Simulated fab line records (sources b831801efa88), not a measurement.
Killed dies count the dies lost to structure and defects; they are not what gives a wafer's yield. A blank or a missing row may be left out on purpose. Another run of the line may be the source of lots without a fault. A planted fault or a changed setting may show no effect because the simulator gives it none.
Which tool is to blame? / flow gf180mcu / 12 lots with 36 wafers sampled at 5 steps, on a route of 602 steps

WHAT EACH GAUGE READ, for each wafer
GF_M3_OVL_MEAS_15.
lot=L606; measured=day 21 13:29; on=overlay-02; M3_OVL (nm)=-12 -5 -12
lot=L608; measured=day 22 12:44; on=overlay-01; M3_OVL (nm)=-4 -10 -7
lot=L609; measured=day 23 02:53; on=overlay-01; M3_OVL (nm)=-5 -4 -4
lot=L618; measured=day 26 03:19; on=overlay-01; M3_OVL (nm)=0 12 4
lot=L621; measured=day 26 22:08; on=overlay-01; M3_OVL (nm)=-5 -12 -13
lot=L622; measured=day 27 03:44; on=overlay-01; M3_OVL (nm)=0 1 7
lot=L623; measured=day 27 12:55; on=overlay-02; M3_OVL (nm)=7 2 4
lot=L624; measured=day 27 16:04; on=overlay-02; M3_OVL (nm)=-3 -4 -7
lot=L625; measured=day 28 05:24; on=overlay-02; M3_OVL (nm)=3 -4 -2
lot=L626; measured=day 28 07:10; on=overlay-01; M3_OVL (nm)=13 10 -4
lot=L627; measured=day 28 14:19; on=overlay-02; M3_OVL (nm)=5 8 -3
lot=L628; measured=day 29 00:41; on=overlay-02; M3_OVL (nm)=-7 -4 2

GF_V3_THK_MEAS_03.
lot=L606; measured=day 21 14:34; on=filmMetro-02; V3_CVD_02_THK (nm)=870 854 866
lot=L608; measured=day 22 13:45; on=filmMetro-04; V3_CVD_02_THK (nm)=830 657 674
lot=L609; measured=day 23 03:49; on=filmMetro-02; V3_CVD_02_THK (nm)=841 849 670
lot=L618; measured=day 26 04:13; on=filmMetro-03; V3_CVD_02_THK (nm)=852 853 878
lot=L621; measured=day 26 23:03; on=filmMetro-04; V3_CVD_02_THK (nm)=839 838 865
lot=L622; measured=day 27 04:38; on=filmMetro-04; V3_CVD_02_THK (nm)=848 847 867
lot=L623; measured=day 27 13:49; on=filmMetro-02; V3_CVD_02_THK (nm)=849 842 840
lot=L624; measured=day 27 17:05; on=filmMetro-04; V3_CVD_02_THK (nm)=840 847 858
lot=L625; measured=day 28 06:25; on=filmMetro-03; V3_CVD_02_THK (nm)=851 857 854
lot=L626; measured=day 28 08:14; on=filmMetro-02; V3_CVD_02_THK (nm)=848 843 872
lot=L627; measured=day 28 15:15; on=filmMetro-04; V3_CVD_02_THK (nm)=829 849 846
lot=L628; measured=day 29 01:37; on=filmMetro-04; V3_CVD_02_THK (nm)=839 844 852

WHAT TOOL EACH LOT RAN ON (gives the tool, then ch and the chambers of the sampled wafers, and finally the start)
lot=L606; GF_V2_SPUTTER_21=pvdSputter-02, day 20 12:49; GF_M3_SPUTTER_00=pvdSputter-04, day 20 13:31; GF_V3_CVD_02=pecvd-01 ch 0,1,2, day 21 14:29
lot=L608; GF_V2_SPUTTER_21=pvdSputter-02, day 21 12:19; GF_M3_SPUTTER_00=pvdSputter-04, day 21 13:00; GF_V3_CVD_02=pecvd-01 ch 0,2, day 22 13:41
lot=L609; GF_V2_SPUTTER_21=pvdSputter-03, day 22 03:16; GF_M3_SPUTTER_00=pvdSputter-03, day 22 03:58; GF_V3_CVD_02=pecvd-01 ch 0,1,2, day 23 03:45
lot=L618; GF_V2_SPUTTER_21=pvdSputter-01, day 25 05:28; GF_M3_SPUTTER_00=pvdSputter-03, day 25 06:10; GF_V3_CVD_02=pecvd-04 ch 0,1,2, day 26 04:09
lot=L621; GF_V2_SPUTTER_21=pvdSputter-02, day 26 00:28; GF_M3_SPUTTER_00=pvdSputter-01, day 26 01:09; GF_V3_CVD_02=pecvd-03 ch 1,2, day 26 22:58
lot=L622; GF_V2_SPUTTER_21=pvdSputter-02, day 26 06:20; GF_M3_SPUTTER_00=pvdSputter-04, day 26 07:01; GF_V3_CVD_02=pecvd-01 ch 0,1,2, day 27 04:34
lot=L623; GF_V2_SPUTTER_21=pvdSputter-01, day 26 15:11; GF_M3_SPUTTER_00=pvdSputter-03, day 26 15:52; GF_V3_CVD_02=pecvd-01 ch 0,1,2, day 27 13:44
lot=L624; GF_V2_SPUTTER_21=pvdSputter-01, day 26 18:31; GF_M3_SPUTTER_00=pvdSputter-03, day 26 19:12; GF_V3_CVD_02=pecvd-03 ch 0,1, day 27 17:01
lot=L625; GF_V2_SPUTTER_21=pvdSputter-02, day 27 08:23; GF_M3_SPUTTER_00=pvdSputter-01, day 27 09:04; GF_V3_CVD_02=pecvd-01 ch 0,2, day 28 06:20
lot=L626; GF_V2_SPUTTER_21=pvdSputter-03, day 27 09:38; GF_M3_SPUTTER_00=pvdSputter-01, day 27 10:20; GF_V3_CVD_02=pecvd-03 ch 0,2, day 28 08:10
lot=L627; GF_V2_SPUTTER_21=pvdSputter-03, day 27 16:52; GF_M3_SPUTTER_00=pvdSputter-01, day 27 17:34; GF_V3_CVD_02=pecvd-04 ch 0,1, day 28 15:11
lot=L628; GF_V2_SPUTTER_21=pvdSputter-01, day 28 04:08; GF_M3_SPUTTER_00=pvdSputter-04, day 28 05:01; GF_V3_CVD_02=pecvd-01 ch 1,2, day 29 01:32
- GF_V2_SPUTTER_21: material Ti, target thk 15 nm, time 80.02 s.
- GF_M3_SPUTTER_00: material Ti, target thk 37.5 nm, time 150 s.
- GF_V3_CVD_02: deposits SiO2 from TEOS, target thk 850 nm, time 94.851 s.

AS READ BY THE TOOLS THEMSELVES (means over the sampled wafers that have a number; for cases with no such wafer, the mark the record gives instead)
GF_V2_SPUTTER_21.
lot=L606; tool=pvdSputter-02; throttleValvePct (%)=31.1
lot=L608; tool=pvdSputter-02; throttleValvePct (%)=31.0
lot=L609; tool=pvdSputter-03; throttleValvePct (%)=29.6
lot=L618; tool=pvdSputter-01; throttleValvePct (%)=29.7
lot=L621; tool=pvdSputter-02; throttleValvePct (%)=31.0
lot=L622; tool=pvdSputter-02; throttleValvePct (%)=31.0
lot=L623; tool=pvdSputter-01; throttleValvePct (%)=29.5
lot=L624; tool=pvdSputter-01; throttleValvePct (%)=30.7
lot=L625; tool=pvdSputter-02; throttleValvePct (%)=30.5
lot=L626; tool=pvdSputter-03; throttleValvePct (%)=29.5
lot=L627; tool=pvdSputter-03; throttleValvePct (%)=29.3
lot=L628; tool=pvdSputter-01; throttleValvePct (%)=29.5

GF_M3_SPUTTER_00.
lot=L606; tool=pvdSputter-04; throttleValvePct (%)=29.4
lot=L608; tool=pvdSputter-04; throttleValvePct (%)=29.2
lot=L609; tool=pvdSputter-03; throttleValvePct (%)=29.5
lot=L618; tool=pvdSputter-03; throttleValvePct (%)=29.9
lot=L621; tool=pvdSputter-01; throttleValvePct (%)=29.3
lot=L622; tool=pvdSputter-04; throttleValvePct (%)=29.4
lot=L623; tool=pvdSputter-03; throttleValvePct (%)=29.4
lot=L624; tool=pvdSputter-03; throttleValvePct (%)=30.2
lot=L625; tool=pvdSputter-01; throttleValvePct (%)=30.2
lot=L626; tool=pvdSputter-01; throttleValvePct (%)=30.3
lot=L627; tool=pvdSputter-01; throttleValvePct (%)=29.4
lot=L628; tool=pvdSputter-04; throttleValvePct (%)=29.3

GF_V3_CVD_02.
lot=L606; tool=pecvd-01; heaterPowerW (W)=678; runLengthS (s)=122.3; susceptorTempC (C)=399.91
lot=L608; tool=pecvd-01; heaterPowerW (W)=755; runLengthS (s)=109.2; susceptorTempC (C)=400.27
lot=L609; tool=pecvd-01; heaterPowerW (W)=757; runLengthS (s)=115.2; susceptorTempC (C)=399.76
lot=L618; tool=pecvd-04; heaterPowerW (W)=732; runLengthS (s)=122.8; susceptorTempC (C)=399.96
lot=L621; tool=pecvd-03; heaterPowerW (W)=708; runLengthS (s)=122.8; susceptorTempC (C)=400.42
lot=L622; tool=pecvd-01; heaterPowerW (W)=756; runLengthS (s)=122.1; susceptorTempC (C)=399.98
lot=L623; tool=pecvd-01; heaterPowerW (W)=699; runLengthS (s)=122.3; susceptorTempC (C)=399.96
lot=L624; tool=pecvd-03; heaterPowerW (W)=639; runLengthS (s)=122.6; susceptorTempC (C)=399.80
lot=L625; tool=pecvd-01; heaterPowerW (W)=653; runLengthS (s)=121.9; susceptorTempC (C)=400.02
lot=L626; tool=pecvd-03; heaterPowerW (W)=636; runLengthS (s)=123.0; susceptorTempC (C)=399.85
lot=L627; tool=pecvd-04; heaterPowerW (W)=684; runLengthS (s)=122.9; susceptorTempC (C)=400.27
lot=L628; tool=pecvd-01; heaterPowerW (W)=798; runLengthS (s)=122.4; susceptorTempC (C)=399.77

THE ANSWER, worked out from the rows above alone
Rule: the usual values come from the lots themselves. Put in order of their means at a reading, lots are off if they are a third of the lots or fewer, leave a main group of 4 or more, and stand apart from it by a gap of 3 or more times the standard deviation of the main group's means; of several such gaps the widest counts. The tables above print the reading to a certain number of digits; a main group whose means all agree to those digits is not used. Also off: a lot with no number at a reading for which 4 or more lots have one. Where the step has rows for the other lots, those lots are counted as sound. The gauges are gone through in route order, then the tools' own readings, and for those a lot's mean is taken as printed above. At the first step where some lot is off, the reading lying furthest off is the one used; lots without a number count as furthest.
Off: at GF_V3_THK_MEAS_03 (V3_CVD_02_THK), L608, L609. For the main group the mean is 851 nm and the standard deviation 7.
If a tool, at a process step before that reading, ran all the lots that are off and no sound lot after the first of them, it fits. The gauges at GF_V3_THK_MEAS_03 aren't tried: what is off there is off at GF_V3_CVD_02 too, on other tools, and a gauge's error can't cause that. None of those tried fits.

WHAT THE SIMULATOR HAD INSERTED
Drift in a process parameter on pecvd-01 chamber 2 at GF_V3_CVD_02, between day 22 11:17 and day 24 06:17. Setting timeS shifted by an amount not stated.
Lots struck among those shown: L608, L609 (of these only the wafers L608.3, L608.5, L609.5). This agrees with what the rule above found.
